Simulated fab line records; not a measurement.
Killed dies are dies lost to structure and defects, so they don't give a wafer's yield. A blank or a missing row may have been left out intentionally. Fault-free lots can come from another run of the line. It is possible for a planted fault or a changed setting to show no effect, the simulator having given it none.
Comparing a struck lot with a sound one :: flow sky130 :: 16 out of 708 route steps
Sound: wafers L862.1, L862.3, L862.6. Struck: wafer L871.1. (L871.2, L871.3 of the same lot were not struck and are left out.) The cause comes at the end.
Per side, at each step with rows, come the tool, then ch with its chambers, and then its first start. Under that, the readings that differ: sound wafers :: struck wafers :: difference of the means :: sigmas: that difference in standard deviations of wafers without a fault.
alike: readings whose means differ by less than 2 such deviations, and words and numbers that are the same on both sides. not compared: withheld readings, readings that some wafer has no value for, bounds like >300 that may hide the same value, and numbers for which the record gives no deviation and whose values overlap.
The two part at a step that has a row with sigmas, a row that says differs or no value, or rows on one side only. Non-overlapping numbers with no deviation appear without sigmas and do not part them. A reading that every wafer of one side lacks parts them only if that side has two wafers or more.

first, 3 steps without rows for these wafers: SKY_VIA2_EXPOSE_09 (exposes mask VIM2, target cd 200 nm); SKY_VIA2_PEB_10; SKY_VIA2_DEVELOP_11 (develop time 60 s).
SKY_VIA2_CD_MEAS_12 targets a cd of 200 nm.
  sound on cd-sem-01, day 36 05:31; struck on cd-sem-01, day 39 08:27
  alike: cd-nm
SKY_VIA2_OVL_MEAS_13:
  sound on overlay-01, day 36 05:38; struck on overlay-01, day 39 08:34
  alike: VIA2_OVL
SKY_VIA2_ETCH_14: etches BARC in N2/H2, stops on SiO2, time 45.9 s, target depth 60 nm.
  sound on rie-diel-01 ch 0,1,2, day 36 05:40; struck on rie-diel-01 ch 0, day 39 08:37
  alike: drypump-motor-current-A, n2-flow-sccm, oes-product-au, throttle-valve-pct
  not compared: rf-hours-counter-h
SKY_VIA2_ETCH_15: etches SiO2 in C4F8/O2/Ar, stops on TiN, target depth 546 nm, time 84 s.
  sound on rie-diel-01 ch 0,1,2, day 36 05:42; struck on rie-diel-01 ch 0, day 39 08:39
  alike: oes-product-au
  not compared: rf-hours-counter-h
SKY_VIA2_STRIP_16: strips in O2/N2.
  sound on plasma-asher-03 ch 0,1, day 36 05:46; struck on plasma-asher-01 ch 1, day 39 08:43
  alike: drypump-motor-current-A, n2-flow-sccm, oes-product-au, strip-time-to-endpoint-s
  not compared: rf-hours-counter-h
then, 3 steps without rows for these wafers: SKY_VIA2_STRIP_17 (strips in post etch residue remover, time 1200 s); SKY_VIA2_CLEAN_18 (cleans in IPA, time 180 s); SKY_VIA2_CLEAN_19 (cleans in O3/DIW).
SKY_VIA2_SPUTTER_20: material TiN, target thk 20 nm, time 80 s.
  sound on pvd-sputter-04, day 36 06:25; struck on pvd-sputter-02, day 39 09:18
  alike: throttle-valve-pct
SKY_VIA2_CVD_21: deposits W, target thk 420 nm, time 126.4 s.
  sound on cvd-w-01 ch 0, day 36 06:29; struck on cvd-w-02 ch 1, day 39 09:22
reading: chamber-pressure-Torr (Torr)
sound: 40.05 39.94 39.97
struck: 43.79
difference: +3.80
sigmas: +44

reading: model.W_of_VIA2_CVD_21.thk-nm (nm)
sound: 424.8 418.6 420.4
struck: 425.7
difference: +4.4
sigmas: 
  alike: heater-power-w
SKY_VIA2_RS_MEAS_22: measures by four-point-probe.
  sound on film-metro-01, day 36 06:37; struck on film-metro-02, day 39 09:30
  alike: VIA2_W_RS
SKY_VIA2_THK_MEAS_23: measures by xrf.
  sound on film-metro-01, day 36 06:44; struck on film-metro-02, day 39 09:37
  alike: VIA2_W_THK
-- the record jumps here: 9 days lie between the struck wafers' starts before and after (it left off in module VIA2 and takes up again in module PAD_OPEN, whose first step shown is number 708 of the route) --
SKY_PAD_OPEN_PROBE_99:
  only the struck wafers here have rows in the record (prober-02, day 48 07:25); the sound ones have none

## WHERE THEY PART
Earliest at SKY_VIA2_CVD_21; latest, in this record, at SKY_PAD_OPEN_PROBE_99.

WHY: what the simulator had put in
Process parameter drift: cvd-w-02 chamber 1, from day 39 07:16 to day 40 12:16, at SKY_VIA2_CVD_21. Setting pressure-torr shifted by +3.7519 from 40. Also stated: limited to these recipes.
